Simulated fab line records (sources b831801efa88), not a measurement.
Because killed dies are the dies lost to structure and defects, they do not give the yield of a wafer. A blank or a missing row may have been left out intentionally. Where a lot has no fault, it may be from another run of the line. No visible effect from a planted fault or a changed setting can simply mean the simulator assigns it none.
Comparing a struck lot with a sound one || flow sky130 || 15 out of 708 route steps
Sound: the wafers L812.1, L812.3, L812.4. Struck: wafers L821.2, L821.3, L821.4. At the end, the cause is stated.
Order at every step that has rows: each side's tool, ch and its chambers, its first start. Under that, the readings that differ: sound wafers || struck wafers || difference of the means || sigmas: that difference in standard deviations of wafers without a fault.
alike: same words and numbers on both sides, and readings whose means sit less than 2 such deviations apart. not compared: any withheld reading, any reading some wafer has no value for, any bound like >300 that may hide the same value, and any number with overlapping values for which the record gives no deviation.
The two part at a step that has a row with sigmas, a row that says differs or no value, or rows on one side only. Numbers that don't overlap but have no deviation are shown without sigmas and don't part them. Lack of a reading on every wafer of one side parts them only where that side has two or more wafers.

first, 4 steps without rows for these wafers: SKY_LDD_HVN_SOFTBAKE_03 (time 60 s); SKY_LDD_HVN_EXPOSE_04 (exposes mask HVNTM, target cd 700 nm); SKY_LDD_HVN_PEB_05; SKY_LDD_HVN_DEVELOP_06 (develop time 60 s).
SKY_LDD_HVN_OVL_MEAS_07:
  sound on overlay-01 at day 22 01:49; struck on overlay-02 at day 25 00:40
  alike: LDD_HVN_OVL
after that, 1 step had no rows for these wafers: SKY_LDD_HVN_IMPLANT_08.
SKY_LDD_HVN_STRIP_09: strips in O2/N2.
  sound on plasma asher-01 ch 0,1, day 22 01:59; struck on plasma asher-03 ch 0,1, day 25 00:50
  alike: drypump motor current A, oes product au, strip time to endpoint s
  not compared: rf hours counter h
SKY_LDD_HVN_TW_MEAS_10:
  sound on film metro-02 at day 22 02:05; struck on film metro-03 at day 25 00:57
  alike: LDD_HVN_TW
then, 4 steps without rows for these wafers: SKY_LDD_HVP_DEHYDRATE_00 (time 60 s); SKY_LDD_HVP_HMDS_01 (prime time 60 s); SKY_LDD_HVP_COAT_02 (resist thk 300 nm); SKY_LDD_HVP_SOFTBAKE_03 (time 60 s).
SKY_LDD_HVP_EXPOSE_04: exposes mask HVPTM, target cd 700 nm.
  sound on iline stepper-01 ch 0, day 22 17:26; struck on iline stepper-02 ch 0, day 25 15:58
{"reading": "mask", "sound": "HVPTM#0 HVPTM#0 HVPTM#0", "struck": "HVPTM_R1#0 HVPTM_R1#0 HVPTM_R1#0", "difference": "differs", "sigmas": ""}
after that, 1 step had no rows for these wafers: SKY_LDD_HVP_PEB_05.
-- record jumps: 23 days separate the struck wafers' starts on either side; left off in module LDD_HVP, taken up again in module PAD_OPEN, whose first shown step is the route's number 708 --
SKY_PAD_OPEN_PROBE_99:
  sound on prober-01 at day 47 00:36; struck on prober-01 at day 49 00:41
  alike: killed_at_M0_to_M3, killed_at_M4_up, killed at contacts, killed at front end, killed at other, killed dies, killed open, killed short

## WHERE THEY PART
At SKY_LDD_HVP_EXPOSE_04 and nowhere else, as far as this record goes. Later steps at which nothing parts them and some readings are alike: SKY_PAD_OPEN_PROBE_99.

WHY: what had been put in by the simulator
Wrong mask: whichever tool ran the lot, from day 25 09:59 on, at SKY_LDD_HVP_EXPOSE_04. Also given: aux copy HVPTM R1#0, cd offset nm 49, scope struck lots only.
